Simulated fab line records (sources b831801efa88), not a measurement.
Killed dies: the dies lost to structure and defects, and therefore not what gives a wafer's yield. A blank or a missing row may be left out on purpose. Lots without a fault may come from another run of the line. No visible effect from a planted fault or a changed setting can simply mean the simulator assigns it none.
Which tool did it? -- flow sky130 -- 36 wafers sampled from 12 lots at 1 step of a route of 708

## WHAT THE GAUGES SHOWED, per wafer
SKY_VIA2_BOW_MEAS_03.
lot,measured,on,VIA2_BOW (um)
L075,day 35 08:37,filmMetro-03,92 91 93
L077,day 35 20:05,filmMetro-04,100 82 81
L079,day 37 09:13,filmMetro-01,89 82 95
L081,day 37 13:55,filmMetro-01,89 79 80
L083,day 38 01:11,filmMetro-03,85 93 88
L084,day 38 14:03,filmMetro-04,69 82 79
L087,day 39 01:58,filmMetro-04,71 86 75
L090,day 40 12:47,filmMetro-04,96 87 94
L089,day 40 21:52,filmMetro-04,86 76 92
L093,day 40 23:26,filmMetro-03,81 83 88
L095,day 42 02:59,filmMetro-01,92 95 82
L096,day 42 08:20,filmMetro-04,92 84 88

## WHICH TOOL RAN EACH LOT (tool, then ch and the chambers of the sampled wafers, then the start)
Before these readings, the record contains no process step.

## THE ANSWER, worked out from the rows above alone
Rule: what is usual is taken from the lots themselves. The widest of any qualifying gaps counts: lots, ordered by their means at a reading, are off when they make up no more than a third of the lots, leave a main group of 4 or more, and stand apart from it by 3 or more times the standard deviation of that group's means. A main group is skipped when, at the precision printed for the reading in the tables above, its means are all equal. Also off: a lot with no number at a reading for which 4 or more lots have one. All remaining lots with rows at the step are treated as sound.
None of the lots is off at any reading shown; this tells nothing.

## WHAT HAD BEEN PUT IN BY THE SIMULATOR
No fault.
